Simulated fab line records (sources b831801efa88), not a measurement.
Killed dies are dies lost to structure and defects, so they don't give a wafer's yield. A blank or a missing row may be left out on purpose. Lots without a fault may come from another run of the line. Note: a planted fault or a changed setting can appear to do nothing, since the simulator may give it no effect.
Comparing a struck lot with a sound one    flow gf180mcu    39 out of 602 route steps
Sound: these wafers, L745.1, L745.4, L745.5. Struck: wafer L753.2 (left out: L753.3, L753.6 of the same lot, which were not struck); the cause appears at the end.
Each step with rows lists, per side, the tool, then ch with its chambers, then its first start. Under that, the readings that differ: sound wafers    struck wafers    difference of the means    sigmas: that difference in standard deviations of wafers without a fault.
alike: readings whose means differ by less than 2 such deviations, and words and numbers that are the same on both sides. not compared: withheld readings, readings that some wafer has no value for, bounds like >300 that may hide the same value, and numbers for which the record gives no deviation and whose values overlap.
Wherever a step has rows on one side only, a row that says differs or no value, or a row with sigmas, the two part there. Numbers that don't overlap but have no deviation are shown without sigmas and don't part them. A reading missing from all wafers of one side parts the sides only when that side holds two or more wafers.

first, 4 steps without rows for these wafers: GF_M2_SOFTBAKE_10 (time 60 s); GF_M2_EXPOSE_11 (exposes mask Metal2, target cd 280 nm); GF_M2_PEB_12 (peb time 90 s); GF_M2_DEVELOP_13 (develop time 60 s).
GF_M2_CD_MEAS_14 targets a cd of 280 nm.
  struck on cd sem-02, day 23 09:34; sound on cd sem-02, day 20 17:19
reading     sound              struck  difference  sigmas
cd nm (nm)  281.6 281.3 280.5  278.7   -2.4        -2
GF_M2_OVL_MEAS_15:
  struck on overlay-01, day 23 09:40; sound on overlay-01, day 20 17:26
  alike: M2_OVL
GF_M2_METAL_ETCH_16: etches the open film in Cl2/BCl3, stops on SiO2, target depth 750.8 nm, time 125.1 s.
  sound on rie metal-03 ch 0,1, day 20 17:28; struck on rie metal-01 ch 0, day 23 09:42
reading                sound              struck  difference  sigmas
oes product au (a.u.)  0.995 0.993 0.991  0.977   -0.016      -2
  alike: bias w, drypump motor current A, throttle valve pct
  not compared: rf hours counter h
then, 4 steps without rows for these wafers: GF_M2_STRIP_17 (strips in O2/N2); GF_M2_STRIP_18 (strips in post etch residue remover, time 1200 s); GF_M2_CLEAN_19 (cleans in DIW); GF_V2_CVD_00 (deposits SiO2, target thk 600 nm, time 100 s).
GF_V2_THK_MEAS_01:
  struck on film metro-03, day 23 10:26; sound on film metro-03, day 20 18:12
  alike: V2_CVD_00_THK
GF_V2_CVD_02: deposits SiO2 from TEOS, target thk 850 nm, time 94.851 s.
  sound on pecvd-01 ch 0,1, day 20 18:16; struck on pecvd-03 ch 0, day 23 10:29
reading                              sound            struck  difference  sigmas
model.SiO2_of_V2_CVD_02.thk nm (nm)  818.6 832.2 853  284.9   -549.7      
  alike: heater power outer w, heater power w, susceptor temp C
GF_V2_THK_MEAS_03:
  struck on film metro-02, day 23 10:34; sound on film metro-04, day 20 18:20
reading             sound        struck  difference  sigmas
V2_CVD_02_THK (nm)  819 833 853  285     -550        -42
GF_V2_CMP_04: polishes SiO2.
  sound on cmp-02 ch 1,2,3, day 20 18:26; struck on cmp-01 ch 0, day 23 10:40
  alike: motor current A
  not compared: time to endpoint s
GF_V2_BOW_MEAS_05:
  struck on film metro-02, day 23 10:56; sound on film metro-03, day 20 18:41
  alike: V2_BOW
then, 8 steps without rows for these wafers: GF_V2_DEHYDRATE_06 (time 60 s); GF_V2_HMDS_07 (prime time 60 s); GF_V2_COAT_08; GF_V2_COAT_09 (resist thk 1000 nm); GF_V2_SOFTBAKE_10 (time 60 s); GF_V2_EXPOSE_11 (exposes mask Via2, target cd 260 nm); GF_V2_PEB_12 (peb time 90 s); GF_V2_DEVELOP_13 (develop time 60 s).
GF_V2_CD_MEAS_14 targets a cd of 260 nm.
  struck on cd sem-01, day 24 09:03; sound on cd sem-01, day 21 18:46
  alike: cd nm
GF_V2_OVL_MEAS_15:
  struck on overlay-02, day 24 09:09; sound on overlay-01, day 21 18:53
  alike: V2_OVL
then, 1 step without rows for these wafers: GF_V2_ETCH_16 (etches BARC in N2/H2).
GF_V2_ETCH_17: etches SiO2 in C4F8/O2/Ar, stops on TiN, target depth 630 nm.
  sound on rie diel-01 ch 2,3; struck on rie diel-01 ch 2
reading                         sound              struck  difference  sigmas
oes product au (a.u.)           0.856 0.853 0.857  0.588   -0.267      -61
model.etch.depth nm (nm)        632.5 632.5 632.6  284.9   -347.6      
model.V2.feature depth nm (nm)  632.5 632.5 632.6  284.9   -347.6      
  alike: bias w
then, 4 steps without rows for these wafers: GF_V2_STRIP_18 (strips in O2/N2); GF_V2_STRIP_19 (strips in post etch residue remover, time 1200 s); GF_V2_CLEAN_20 (cleans in DIW); GF_V2_SPUTTER_21 (material Ti, target thk 15 nm, time 80.02 s).
GF_V2_SPUTTER_22: material TiN, target thk 10 nm, time 40 s.
  struck on pvd sputter-02, day 24 09:54; sound on pvd sputter-03, day 21 19:47
  alike: throttle valve pct
GF_V2_CVD_23: deposits W, target thk 350 nm, time 104.94 s.
  sound on cvd w-01 ch 0,1, day 21 19:49; struck on cvd w-02 ch 0, day 24 09:56
  alike: heater power outer w, heater power w, susceptor temp C
GF_V2_RS_MEAS_24: measures by four-point-probe.
  struck on film metro-03, day 24 10:05; sound on film metro-02, day 21 19:56
  alike: V2_W_RS
GF_V2_THK_MEAS_25: measures by xrf.
  struck on film metro-03, day 24 10:11; sound on film metro-02, day 21 20:03
  alike: V2_W_THK
GF_V2_CMP_26: polishes, stops on SiO2, t overpolish 15 s, target thk 0 nm.
  sound on cmp-02 ch 0,1,2, day 21 20:07; struck on cmp-02 ch 0, day 24 10:14
reading                              sound              struck  difference  sigmas
model.SiO2_of_V2_CVD_02.thk nm (nm)  628.7 628.7 628.8  281.2   -347.5      
  alike: motor current A, overpolish run s, time to endpoint s
GF_M3_SPUTTER_00: material Ti, target thk 37.5 nm, time 150 s.
  struck on pvd sputter-04, day 24 10:32; sound on pvd sputter-03, day 21 20:25
  alike: throttle valve pct
-- the record jumps here: 8 days lie between the struck wafers' starts before and after (it left off in module M3 and takes up again in module PASSIVATION, whose first step shown is number 602 of the route) --
GF_PASSIVATION_PROBE_99:
  struck on prober-01, day 32 07:35; sound on prober-01, day 30 06:07
reading                                sound                 struck  difference  sigmas
model.etest.met3 comb.leak log10 a um  -12.08 -11.97 -12.16  -7.179  +4.891      
model.etest.via2 chain.rc ohm          6.276 6.297 6.491     5.388   -0.967      

== WHERE THEY PART ==
Last at GF_V2_ETCH_17 as far as this record goes, first at GF_M2_CD_MEAS_14. Later steps at which nothing parts them and some readings are alike: GF_V2_SPUTTER_22, GF_V2_CVD_23, GF_V2_RS_MEAS_24, GF_V2_THK_MEAS_25, GF_V2_CMP_26, GF_M3_SPUTTER_00.

WHY: the cause the simulator had injected
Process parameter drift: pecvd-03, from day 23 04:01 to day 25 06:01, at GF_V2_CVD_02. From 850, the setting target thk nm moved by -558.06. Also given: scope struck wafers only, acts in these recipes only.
